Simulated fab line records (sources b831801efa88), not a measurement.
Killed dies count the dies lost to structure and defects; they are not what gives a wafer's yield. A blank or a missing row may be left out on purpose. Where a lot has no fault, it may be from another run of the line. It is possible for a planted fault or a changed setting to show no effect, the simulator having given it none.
Struck lot and sound lot, side by side | flow gf180mcu | 24 steps out of a route of 602
Sound: wafers L504.4, L504.5, L504.6. Struck: wafer L515.4 (left out: L515.6, a lot-mate that was not struck); the cause follows at the end.
For every step that has rows: the tool of each side, followed by ch and its chambers, followed by its first start. Under that, the readings that differ: sound wafers | struck wafers | difference of the means | sigmas: that difference in standard deviations of wafers without a fault.
alike: words and numbers the same on both sides, and readings whose means are apart by under 2 such deviations; not compared: readings that were withheld, readings missing a value for some wafer, numbers with overlapping values and no deviation given by the record, and bounds like >300 which may hide the same value.
Wherever a step has rows on one side only, a row that says differs or no value, or a row with sigmas, the two part there. Non-overlapping numbers with no deviation appear without sigmas and do not part them. A reading that every wafer of one side lacks parts them only if that side has two wafers or more.

GF_M5_STRIP_11: strips in O2/N2.
  sound on plasma_asher-04 ch 0,1, day 27 03:05; struck on plasma_asher-01 ch 0, day 30 16:04
  reading                     | sound       | struck | difference | sigmas
  drypump_motor_current_A (A) | 6.1 6.1 5.6 | 4.9    | -1.0       | -3
  alike: heater_power_w, oes_product_au, platen_temp_c, strip_time_to_endpoint_s
  not compared: rf_hours_counter_h
then, 3 steps without rows for these wafers: GF_M5_STRIP_12 (strips in post etch residue remover, time 1200 s); GF_M5_CLEAN_13 (cleans in DIW); GF_V5_CVD_00 (deposits SiO2, target thk 300 nm, time 50 s).
GF_V5_THK_MEAS_01:
  struck on film_metro-04, day 30 16:38; sound on film_metro-04, day 27 03:41
  alike: V5_CVD_00_THK
GF_V5_CVD_02: deposits SiO2 from TEOS, target thk 1450 nm, time 163.28 s.
  sound on pecvd-03 ch 0,1,2, day 27 03:46; struck on pecvd-02 ch 0, day 30 16:43
  alike: heater_power_w
GF_V5_THK_MEAS_03:
  struck on film_metro-04, day 30 16:48; sound on film_metro-03, day 27 03:51
  alike: V5_CVD_02_THK
GF_V5_CMP_04: polishes SiO2.
  sound on cmp-01 ch 0,1,3, day 27 03:59; struck on cmp-02 ch 2, day 30 16:53
  alike: motor_current_A, slurry_filter_dp_kPa
GF_V5_BOW_MEAS_05:
  struck on film_metro-03, day 30 17:13; sound on film_metro-04, day 27 04:14
  alike: V5_BOW
then, 3 steps without rows for these wafers: GF_V5_DEHYDRATE_06 (time 60 s); GF_V5_HMDS_07 (prime time 60 s); GF_V5_COAT_08.
GF_V5_COAT_09: resist thk 1000 nm.
  sound on litho_track-02 ch 0, day 27 14:00; struck on litho_track-02 ch 0, day 31 02:00
  reading                             | sound             | struck | difference | sigmas
  model.KrF_of_V5_COAT_09.thk_nm (nm) | 995.9 994.7 996.4 | 1063   | +67        |
then, 3 steps without rows for these wafers: GF_V5_SOFTBAKE_10 (time 60 s); GF_V5_EXPOSE_11 (exposes mask Via5, target cd 260 nm); GF_V5_PEB_12 (peb time 90 s).
GF_V5_DEVELOP_13: develop time 60 s.
  sound on litho_track-01 ch 0, day 28 00:46; struck on litho_track-02 ch 0, day 31 11:52
  reading                             | sound           | struck | difference | sigmas
  model.KrF_of_V5_COAT_09.thk_nm (nm) | 981 979.8 981.5 | 1048   | +67        |
GF_V5_CD_MEAS_14: the cd target is 260 nm.
  struck on cd_sem-01, day 31 11:59; sound on cd_sem-02, day 28 00:54
  reading    | sound             | struck | difference | sigmas
  cd_nm (nm) | 261.1 261.3 261.6 | 257.0  | -4.3       | -3
GF_V5_OVL_MEAS_15:
  struck on overlay-02, day 31 12:04; sound on overlay-02, day 28 00:58
  alike: V5_OVL
GF_V5_ETCH_16: etches BARC in N2/H2.
  sound on rie_diel-03 ch 0,1, day 28 00:59; struck on rie_diel-01 ch 0, day 31 12:05
  reading                     | sound             | struck | difference | sigmas
  drypump_motor_current_A (A) | 5.3 5.0 5.3       | 6.0    | +0.8       | +2
  oes_product_au (a.u.)       | 0.857 0.861 0.862 | 0.869  | +0.009     | +2
  model.V5.cd_nm (nm)         | 261.8 261.5 261.9 | 256.5  | -5.2       |
  alike: h2_flow_sccm, throttle_valve_pct
GF_V5_ETCH_17: etches SiO2 in C4F8/O2/Ar, stops on TiN, target depth 855 nm.
  sound: rie_diel-03 ch 0,1; struck: rie_diel-01 ch 0
  reading             | sound             | struck | difference | sigmas
  model.V5.cd_nm (nm) | 261.5 260.9 261.2 | 257.5  | -3.7       |
  alike: oes_product_au
GF_V5_STRIP_18: strips in O2/N2.
  sound on plasma_asher-01 ch 0,1, day 28 01:11; struck on plasma_asher-01 ch 1, day 31 12:17
  reading               | sound                | struck | difference | sigmas
  oes_product_au (a.u.) | 0.567 0.568 0.563    | 0.591  | +0.025     | +5
  platen_temp_c (C)     | 250.39 249.97 249.78 | 250.51 | +0.46      | +3
  alike: drypump_motor_current_A, heater_power_w
  not compared: rf_hours_counter_h
then, 2 steps without rows for these wafers: GF_V5_STRIP_19 (strips in post etch residue remover, time 1200 s); GF_PASSIVATION_PROBE_99.

## WHERE THEY PART
Last at GF_V5_STRIP_18 as far as this record goes, first at GF_M5_STRIP_11.

WHY: what the simulator had put in
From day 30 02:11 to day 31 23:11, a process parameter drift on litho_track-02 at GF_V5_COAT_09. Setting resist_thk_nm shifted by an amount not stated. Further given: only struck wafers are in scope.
